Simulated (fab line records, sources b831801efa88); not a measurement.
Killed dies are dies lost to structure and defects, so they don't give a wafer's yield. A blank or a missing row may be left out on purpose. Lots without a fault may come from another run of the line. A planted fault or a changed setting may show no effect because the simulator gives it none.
Which tool did it? | flow gf180mcu | 6 lots, 18 wafers sampled, at 1 step of a route of 602

WHAT THE GAUGES READ, wafer by wafer
GF_V1_THK_MEAS_03.
lot  | measured     | on            | V1_CVD_02_THK (nm)
L260 | day 18 16:52 | film_metro-01 | 840 846 852
L262 | day 19 01:39 | film_metro-04 | 849 864 850
L266 | day 20 05:47 | film_metro-01 | 841 843 847
L275 | day 23 09:06 | film_metro-04 | 825 817 841
L277 | day 24 01:49 | film_metro-04 | 861 864 848
L280 | day 24 22:35 | film_metro-01 | 852 842 847

WHICH TOOL RAN EACH LOT (tool, then ch and the chambers of the sampled wafers, then the start)
The record holds no process step before these readings.

THE ANSWER, worked out from the rows above alone
Rule: what is usual is taken from the lots themselves. Put in order of their means at a reading, lots are off if they are a third of the lots or fewer, leave a main group of 4 or more, and stand apart from it by a gap of 3 or more times the standard deviation of the main group's means; of several such gaps the widest counts. A main group whose means are all the same, to the digits that the tables above print for the reading, isn't used. A lot without any number at a reading at which 4 lots or more have one is off too. The other lots that the step has rows for count as sound.
No lot is off at any reading shown: from this, nothing can be told.

WHAT THE SIMULATOR HAD PUT IN
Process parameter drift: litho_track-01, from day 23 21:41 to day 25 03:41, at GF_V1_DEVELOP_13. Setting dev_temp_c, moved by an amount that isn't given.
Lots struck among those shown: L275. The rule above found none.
